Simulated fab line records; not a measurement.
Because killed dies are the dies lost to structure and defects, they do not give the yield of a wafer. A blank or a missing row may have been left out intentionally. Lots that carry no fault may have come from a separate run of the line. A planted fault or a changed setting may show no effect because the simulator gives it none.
Matching of chambers + flow sky130 + cmp-02 running SKY_VIA2_CMP_24: 4 sister chambers
The step polishes, stops on SiO2, t overpolish 20 s, target thk 0 nm. 42 wafers are shown with their chamber, then 12 later ones without.

WAFERS, EACH WITH ITS CHAMBER
| wafer  | chamber | motor current A (A) | time to endpoint s (s) | overpolish run s (s) |
|--------|---------|---------------------|------------------------|----------------------|
| L075.3 | 1       | 12.0                | 101                    | 19.998               |
| L075.4 | 2       | 10.5                | 107                    | 19.998               |
| L075.5 | 0       | 9.5                 | 105                    | 20.008               |
| L079.2 | 1       | 11.4                | 98                     | 19.997               |
| L079.4 | 3       | 10.8                | 105                    | 19.992               |
| L079.6 | 0       | 9.2                 | 101                    | 19.997               |
| L081.2 | 1       | 11.7                | 101                    | 20.006               |
| L081.5 | 2       | 10.3                | 109                    | 19.990               |
| L081.6 | 1       | 11.3                | 100                    | 19.999               |
| L082.1 | 1       | 11.1                | 99                     | 20.006               |
| L082.4 | 2       | 10.9                | 102                    | 19.996               |
| L082.5 | 1       | 11.6                | 93                     | 20.014               |
| L082.2 | 0       | 9.4                 | 102                    | 20.009               |
| L082.3 | 3       | 10.6                | 100                    | 19.980               |
| L082.6 | 2       | 10.8                | 103                    | 20.021               |
| L084.1 | 2       | 10.7                | 103                    | 20.000               |
| L084.4 | 0       | 9.6                 | 104                    | 20.015               |
| L084.6 | 2       | 10.5                | 104                    | 19.995               |
| L084.2 | 1       | 11.3                | 98                     | 19.999               |
| L084.3 | 3       | 10.8                | 104                    | 20.003               |
| L084.5 | 3       | 11.4                | 105                    | 19.994               |
| L085.2 | 1       | 11.4                | 102                    | 20.014               |
| L085.4 | 0       | 9.2                 | 107                    | 20.004               |
| L085.5 | 1       | 11.6                | 97                     | 19.994               |
| L085.1 | 2       | 10.8                | 103                    | 19.992               |
| L085.3 | 3       | 11.0                | 100                    | 20.007               |
| L085.6 | 0       | 9.1                 | 105                    | 19.984               |
| L086.1 | 0       | 8.8                 | 106                    | 20.009               |
| L086.3 | 1       | 11.5                | 102                    | 20.004               |
| L086.4 | 2       | 10.6                | 105                    | 19.999               |
| L086.2 | 3       | 11.0                | 103                    | 19.996               |
| L086.5 | 2       | 10.5                | 104                    | 20.001               |
| L086.6 | 3       | 10.5                | 107                    | 20.006               |
| L088.1 | 0       | 8.8                 | 111                    | 19.991               |
| L088.3 | 3       | 11.0                | 111                    | 19.999               |
| L088.4 | 2       | 10.5                | 108                    | 20.015               |
| L090.1 | 2       | 10.6                | 99                     | 20.008               |
| L090.2 | 0       | 9.0                 | 98                     | 20.016               |
| L090.4 | 1       | 11.0                | 97                     | 20.010               |
| L090.3 | 3       | 11.1                | 98                     | 20.002               |
| L090.5 | 0       | 8.9                 | 102                    | 19.994               |
| L090.6 | 1       | 11.2                | 95                     | 19.984               |

SIGNATURES, as means of the wafers listed above
| reading            | chamber 0 | chamber 1 | chamber 2 | chamber 3 | scatter within a chamber |
|--------------------|-----------|-----------|-----------|-----------|--------------------------|
| motor current A    | 9.150     | 11.425    | 10.609    | 10.911    | 0.255                    |
| time to endpoint s | 104.10    | 98.58     | 104.27    | 103.67    | 3.3                      |
| overpolish run s   | 20.00270  | 20.00208  | 20.00136  | 19.99767  | 0.00939                  |
Rule: for each reading, subtract the chamber's mean from the wafer's reading, divide by that reading's scatter and square the result; add these up over the readings and take the root, which gives the wafer's distance from the chamber. If the next closest chamber is less than 2 further off than the closest, the wafer can't be placed; otherwise it belongs to the closest. The scatter is the square root of a quotient: the sum, over the shown wafers, of each reading's squared deviation from its chamber's mean, divided by wafers minus chambers.

WAFERS WITH NO CHAMBER GIVEN
| wafer  | motor current A (A) | time to endpoint s (s) | overpolish run s (s) |
|--------|---------------------|------------------------|----------------------|
| L091.2 | 10.7                | 103                    | 20.001               |
| L091.4 | 9.0                 | 106                    | 20.006               |
| L091.5 | 9.2                 | 105                    | 20.006               |
| L092.1 | 11.4                | 100                    | 20.006               |
| L092.2 | 11.2                | 104                    | 20.003               |
| L092.4 | 9.0                 | 103                    | 19.992               |
| L095.1 | 10.5                | 102                    | 20.001               |
| L095.2 | 11.4                | 102                    | 20.006               |
| L095.3 | 9.2                 | 105                    | 19.992               |
| L097.3 | 10.4                | 103                    | 20.006               |
| L097.4 | 9.2                 | 101                    | 20.001               |
| L097.5 | 11.2                | 102                    | 20.006               |

WHICH CHAMBER EACH WENT THROUGH
| wafer  | from the rows above          | in truth |
|--------|------------------------------|----------|
| L091.2 | can't be placed: 2 or 3      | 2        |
| L091.4 | 0                            | 0        |
| L091.5 | 0                            | 0        |
| L092.1 | can't be placed: 1 or 3      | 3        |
| L092.2 | can't be placed: 3 or 1 or 2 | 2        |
| L092.4 | 0                            | 0        |
| L095.1 | can't be placed: 2 or 3      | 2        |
| L095.2 | can't be placed: 1 or 3      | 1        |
| L095.3 | 0                            | 0        |
| L097.3 | can't be placed: 2 or 3      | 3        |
| L097.4 | 0                            | 0        |
| L097.5 | can't be placed: 1 or 3 or 2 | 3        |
Correct placement for 5 of the 12. Can't be placed from these rows: 7 (the true chamber is among the candidates in 7). Number placed wrongly: 0.
